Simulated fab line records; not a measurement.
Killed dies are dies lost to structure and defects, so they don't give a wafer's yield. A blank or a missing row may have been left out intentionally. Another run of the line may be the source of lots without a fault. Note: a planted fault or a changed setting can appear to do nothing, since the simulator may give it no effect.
A lot that was struck, set against a sound lot ; flow sky130 ; 43 steps out of a route of 708
Sound: the wafers L542.1, L542.5, L542.6. Wafers struck: L552.3, L552.4, L552.5. At the end, the cause is stated.
Per side, at each step with rows, come the tool, then ch with its chambers, and then its first start. Under that, the readings that differ: sound wafers ; struck wafers ; difference of the means ; sigmas: that difference in standard deviations of wafers without a fault.
alike: words and numbers the same on both sides, and readings whose means are apart by under 2 such deviations; not compared: readings that were withheld, readings missing a value for some wafer, numbers with overlapping values and no deviation given by the record, and bounds like >300 which may hide the same value.
Wherever a step has rows on one side only, a row that says differs or no value, or a row with sigmas, the two part there. When numbers do not overlap yet have no deviation, they are printed without sigmas and do not part them. A reading that every wafer of one side lacks parts them only if that side has two wafers or more.

SKY_LDD_N_STRIP_16: strips in O2/N2.
  sound on plasmaAsher-03 ch 0,1, day 18 07:22; struck on plasmaAsher-03 ch 0,1, day 23 04:35
reading;sound;struck;difference;sigmas
stripTimeToEndpointS (s);4.285 4.315 4.304;4.323 4.336 4.335;+0.030;+2
  alike: drypumpMotorCurrentA, oesProductAu
  not compared: rfHoursCounterH
SKY_LDD_N_TW_MEAS_17:
  struck on filmMetro-04, day 23 04:40; sound on filmMetro-01, day 18 07:28
  alike: LDD_N_TW
then, 7 steps without rows for these wafers: SKY_LDD_P_DEHYDRATE_00 (time 60 s); SKY_LDD_P_HMDS_01 (prime time 60 s); SKY_LDD_P_COAT_02 (resist thk 1140 nm); SKY_LDD_P_SOFTBAKE_03 (time 60 s); SKY_LDD_P_EXPOSE_04 (exposes mask PSDM, target cd 380 nm); SKY_LDD_P_PEB_05; SKY_LDD_P_DEVELOP_06 (develop time 60 s).
SKY_LDD_P_CD_MEAS_07 targets a cd of 380 nm.
  struck on cdSem-02, day 24 11:04; sound on cdSem-01, day 19 13:36
  alike: cdNm
SKY_LDD_P_OVL_MEAS_08:
  struck on overlay-02, day 24 11:09; sound on overlay-01, day 19 13:43
  alike: LDD_P_OVL
following that, these wafers have no rows for 1 step: SKY_LDD_P_IMPLANT_09.
SKY_LDD_P_STRIP_10: strips in O2/N2.
  sound on plasmaAsher-02 ch 0,1, day 19 13:54; struck on plasmaAsher-02 ch 0,1, day 24 11:22
  alike: drypumpMotorCurrentA, oesProductAu, stripTimeToEndpointS
  not compared: rfHoursCounterH
SKY_LDD_P_TW_MEAS_11:
  struck on filmMetro-04, day 24 11:26; sound on filmMetro-02, day 19 14:00
  alike: LDD_P_TW
then, 7 steps without rows for these wafers: SKY_LDD_HVN_DEHYDRATE_00 (time 60 s); SKY_LDD_HVN_HMDS_01 (prime time 60 s); SKY_LDD_HVN_COAT_02 (resist thk 300 nm); SKY_LDD_HVN_SOFTBAKE_03 (time 60 s); SKY_LDD_HVN_EXPOSE_04 (exposes mask HVNTM, target cd 700 nm); SKY_LDD_HVN_PEB_05; SKY_LDD_HVN_DEVELOP_06 (develop time 60 s).
SKY_LDD_HVN_OVL_MEAS_07:
  struck on overlay-01, day 25 16:59; sound on overlay-01, day 20 20:30
  alike: LDD_HVN_OVL
following that, these wafers have no rows for 1 step: SKY_LDD_HVN_IMPLANT_08.
SKY_LDD_HVN_STRIP_09: strips in O2/N2.
  sound on plasmaAsher-01 ch 0,1, day 20 20:41; struck on plasmaAsher-04 ch 0,1, day 25 17:11
  alike: drypumpMotorCurrentA, oesProductAu, stripTimeToEndpointS
  not compared: rfHoursCounterH
SKY_LDD_HVN_TW_MEAS_10:
  struck on filmMetro-02, day 25 17:16; sound on filmMetro-01, day 20 20:47
reading;sound;struck;difference;sigmas
LDD_HVN_TW;1422 1425 1422;1491 1479 1486;+62;+2
then, 7 steps without rows for these wafers: SKY_LDD_HVP_DEHYDRATE_00 (time 60 s); SKY_LDD_HVP_HMDS_01 (prime time 60 s); SKY_LDD_HVP_COAT_02 (resist thk 300 nm); SKY_LDD_HVP_SOFTBAKE_03 (time 60 s); SKY_LDD_HVP_EXPOSE_04 (exposes mask HVPTM, target cd 700 nm); SKY_LDD_HVP_PEB_05; SKY_LDD_HVP_DEVELOP_06 (develop time 60 s).
SKY_LDD_HVP_OVL_MEAS_07:
  struck on overlay-02, day 26 22:02; sound on overlay-01, day 22 03:22
  alike: LDD_HVP_OVL
following that, these wafers have no rows for 1 step: SKY_LDD_HVP_IMPLANT_08.
SKY_LDD_HVP_STRIP_09: strips in O2/N2.
  sound on plasmaAsher-04 ch 0,1, day 22 03:34; struck on plasmaAsher-04 ch 0,1, day 26 22:14
  alike: drypumpMotorCurrentA, oesProductAu, stripTimeToEndpointS
  not compared: rfHoursCounterH
SKY_LDD_HVP_TW_MEAS_10:
  struck on filmMetro-02, day 26 22:20; sound on filmMetro-04, day 22 03:40
reading;sound;struck;difference;sigmas
LDD_HVP_TW;453 454 453;473 474 473;+20;+2
then, 6 steps without rows for these wafers: SKY_LDD_LDN_DEHYDRATE_00 (time 60 s); SKY_LDD_LDN_HMDS_01 (prime time 60 s); SKY_LDD_LDN_COAT_02 (resist thk 1140 nm); SKY_LDD_LDN_SOFTBAKE_03 (time 60 s); SKY_LDD_LDN_EXPOSE_04 (exposes mask LDNTM, target cd 700 nm); SKY_LDD_LDN_PEB_05.
-- record jumps: 22 days separate the struck wafers' starts on either side; left off in module LDD_LDN, taken up again in module PAD_OPEN, whose first shown step is the route's number 708 --
SKY_PAD_OPEN_PROBE_99:
  struck on prober-01, day 49 02:49; sound on prober-02, day 46 02:17
reading;sound;struck;difference;sigmas
hold;- - -;awaitDispo/8.1h/release awaitDispo/8.1h/release awaitDispo/8.1h/release;no value on the sound wafers;
killedAtFrontEnd;16 18 12;45 31 40;+23;+6
killedDies;75 87 77;115 103 134;+38;+4
killedOnRim;17 19 14;28 22 36;+12;+3
  alike: killed_at_M0_to_M3, killed_at_M4_up, killedAtContacts, killedAtOther, killedOpen, killedShort

== WHERE THEY PART ==
Earliest at SKY_LDD_N_STRIP_16; latest, in this record, at SKY_PAD_OPEN_PROBE_99.

WHY: the cause the simulator had injected
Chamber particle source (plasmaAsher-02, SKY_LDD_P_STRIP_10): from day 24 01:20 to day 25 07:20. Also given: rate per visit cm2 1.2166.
